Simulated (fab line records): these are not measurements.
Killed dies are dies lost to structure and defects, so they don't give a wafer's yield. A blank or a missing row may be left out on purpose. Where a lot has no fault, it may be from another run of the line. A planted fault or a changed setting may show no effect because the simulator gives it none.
The tool behind it: which one? ; flow sky130 ; Sampling: 14 lots, 42 wafers, 4 of 708 route steps

== WHAT THE GAUGES SHOWED, per wafer ==
SKY_VT_ADJUST_HVTP_CD_MEAS_07: the cd target is 380 nm. Usual: cdNm 380.4 nm, standard deviation 2.4.
lot;measured;on;cdNm (nm);flag
L830;day 6 03:12;cdSem-01;378.5 379.2 377.9;
L831;day 6 10:06;cdSem-02;379.9 380.3 381.9;
L832;day 6 15:24;cdSem-02;379.4 379.7 381.9;
L834;day 7 08:15;cdSem-02;382.2 378.9 381.0;
L835;day 7 09:37;cdSem-02;381.2 380.7 380.9;
L836;day 7 14:14;cdSem-02;377.7 375.8 380.8;
L839;day 8 14:36;cdSem-02;381.2 380.4 382.5;
L841;day 9 01:07;cdSem-01;380.4 377.5 379.2;
L842;day 9 03:43;cdSem-01;379.4 380.9 378.1;
L843;day 9 08:53;cdSem-01;378.3 380.2 379.2;
L849;day 11 04:37;cdSem-01;381.9 381.1 383.6;
L848;day 11 03:27;cdSem-02;380.4 381.8 383.0;
L850;day 12 05:51;cdSem-02;379.4 379.5 379.2;
L853;day 12 16:32;cdSem-01;381.6 379.2 378.0;

SKY_VT_ADJUST_LVTN_TW_MEAS_10. Usual: VT_ADJUST_LVTN_TW typically reads 243.4, with standard deviation 2.7.
lot;measured;on;VT_ADJUST_LVTN_TW;flag
L830;day 6 22:24;filmMetro-02;244.1 244.2 243.8;
L831;day 7 05:57;filmMetro-02;243.4 245.4 243.1;
L832;day 7 10:26;filmMetro-01;247.0 247.1 247.8;
L834;day 8 03:49;filmMetro-03;238.5 240.5 240.5;
L835;day 8 05:23;filmMetro-03;239.9 241.3 240.0;
L836;day 8 11:04;filmMetro-01;244.9 244.8 244.5;
L839;day 9 12:34;filmMetro-01;244.9 245.6 245.4;
L841;day 9 22:59;filmMetro-03;240.2 242.1 239.3;
L842;day 10 02:32;filmMetro-01;245.7 245.8 244.8;
L843;day 10 08:18;filmMetro-01;245.3 244.6 244.7;
L849;day 12 04:44;filmMetro-03;239.4 241.0 241.0;
L848;day 12 03:44;filmMetro-03;239.0 240.1 239.7;
L850;day 13 07:13;filmMetro-02;243.7 244.8 245.4;
L853;day 13 19:03;filmMetro-01;247.0 245.3 247.2;

== EACH LOT AND THE TOOL THAT RAN IT (in order: tool; ch and the chambers of the sampled wafers; start) ==
lot;SKY_FIELD_ISO_CMP_27;SKY_NWELL_DEVELOP_09
L830;cmp-02 ch 0,1,2, day 2 10:52;lithoTrack-01 ch 0, day 4 14:00
L831;cmp-02 ch 0,1,3, day 2 18:26;lithoTrack-04 ch 0, day 4 21:00
L832;cmp-01 ch 0,1,2, day 2 21:16;lithoTrack-01 ch 0, day 5 01:00
L834;cmp-01 ch 0,1,2, day 3 10:01;lithoTrack-04 ch 0, day 5 17:00
L835;cmp-02 ch 1,2,3, day 3 12:43;lithoTrack-01 ch 0, day 5 19:00
L836;cmp-01 ch 1,3, day 3 18:26;lithoTrack-03 ch 0, day 6 00:00
L839;cmp-01 ch 0,3, day 4 12:44;lithoTrack-03 ch 0, day 6 23:00
L841;cmp-01 ch 2,3, day 4 21:45;lithoTrack-01 ch 0, day 7 08:00
L842;cmp-02 ch 0,1,3, day 5 01:37;lithoTrack-04 ch 0, day 7 11:00
L843;cmp-02 ch 1,2,3, day 5 05:58;lithoTrack-01 ch 0, day 7 15:00
L849;cmp-02 ch 0,2, day 6 15:56;lithoTrack-01, day 9 06:00
L848;cmp-01 ch 1,2,3, day 6 16:02;lithoTrack-01 ch 0, day 9 05:00
L850;cmp-01 ch 1,3, day 7 03:05;lithoTrack-01, day 10 06:00
L853;cmp-01 ch 2,3, day 7 17:05;lithoTrack-01 ch 0, day 10 16:00
- SKY_FIELD_ISO_CMP_27: polishes, stops on Si3N4, t overpolish 16 s, target thk 457.8 nm.
- SKY_NWELL_DEVELOP_09: develop time 60 s.

== AS READ BY THE TOOLS THEMSELVES (means over the sampled wafers that have a number; for cases with no such wafer, the mark the record gives instead) ==
SKY_FIELD_ISO_CMP_27. Usual: motorCurrentA 12.1 A, standard deviation 1.6; overpolishRunS 16.001 s, standard deviation 0.0085; slurryFlowMlMin 150.0, standard deviation 0.52; timeToEndpointS 110 s, standard deviation 5.3.
lot;tool;motorCurrentA (A);overpolishRunS (s);slurryFlowMlMin;timeToEndpointS (s);flag
L830;cmp-02;12.3;15.994;149.4;114;
L831;cmp-02;11.3;16.010;150.1;113;
L832;cmp-01;12.6;16.006;149.9;106;
L834;cmp-01;13.0;16.001;150.0;107;
L835;cmp-02;11.3;16.002;150.7;115;
L836;cmp-01;11.3;15.992;149.7;106;
L839;cmp-01;11.3;16.001;149.7;116;
L841;cmp-01;10.5;15.997;150.1;112;
L842;cmp-02;11.3;15.994;150.1;110;
L843;cmp-02;11.5;16.008;149.7;111;
L849;cmp-02;12.5;15.996;150.8;110;
L848;cmp-01;11.5;15.999;150.5;106;
L850;cmp-01;11.0;15.999;149.8;112;
L853;cmp-01;10.7;15.994;149.6;110;

SKY_NWELL_DEVELOP_09. Usual: chillPlateTempC 23.02 C, standard deviation 0.12.
lot;tool;chillPlateTempC (C);flag
L830;lithoTrack-01;22.99;
L831;lithoTrack-04;23.00;
L832;lithoTrack-01;23.03;
L834;lithoTrack-04;23.07;
L835;lithoTrack-01;22.95;
L836;lithoTrack-03;23.08;
L839;lithoTrack-03;23.06;
L841;lithoTrack-01;22.92;
L842;lithoTrack-04;22.93;
L843;lithoTrack-01;22.93;
L849;lithoTrack-01;-;OFF
L848;lithoTrack-01;23.05;
L850;lithoTrack-01;-;OFF
L853;lithoTrack-01;23.06;

== THE ANSWER, worked out from the rows above alone ==
Rule: a lot is off if the mean of its wafers that have a number lies more than 3 standard deviations from the usual mean. Also off: a lot with no number at a reading for which 4 or more lots have one. All remaining lots with rows at the step are treated as sound. Order of review: gauges by route order, followed by the tools' own readings, for which a lot's mean as printed above is used. At the first step where some lot is off, the reading lying furthest off is the one used; lots without a number count as furthest.
Off at SKY_NWELL_DEVELOP_09 (chillPlateTempC): L849, L850. Without a number there: L849, L850.
If a tool, at that step or one of the process steps before it, ran each lot that is off and ran no sound lot following the first of them, it fits. Of those tried, none fits.

== WHAT HAD BEEN PUT IN BY THE SIMULATOR ==
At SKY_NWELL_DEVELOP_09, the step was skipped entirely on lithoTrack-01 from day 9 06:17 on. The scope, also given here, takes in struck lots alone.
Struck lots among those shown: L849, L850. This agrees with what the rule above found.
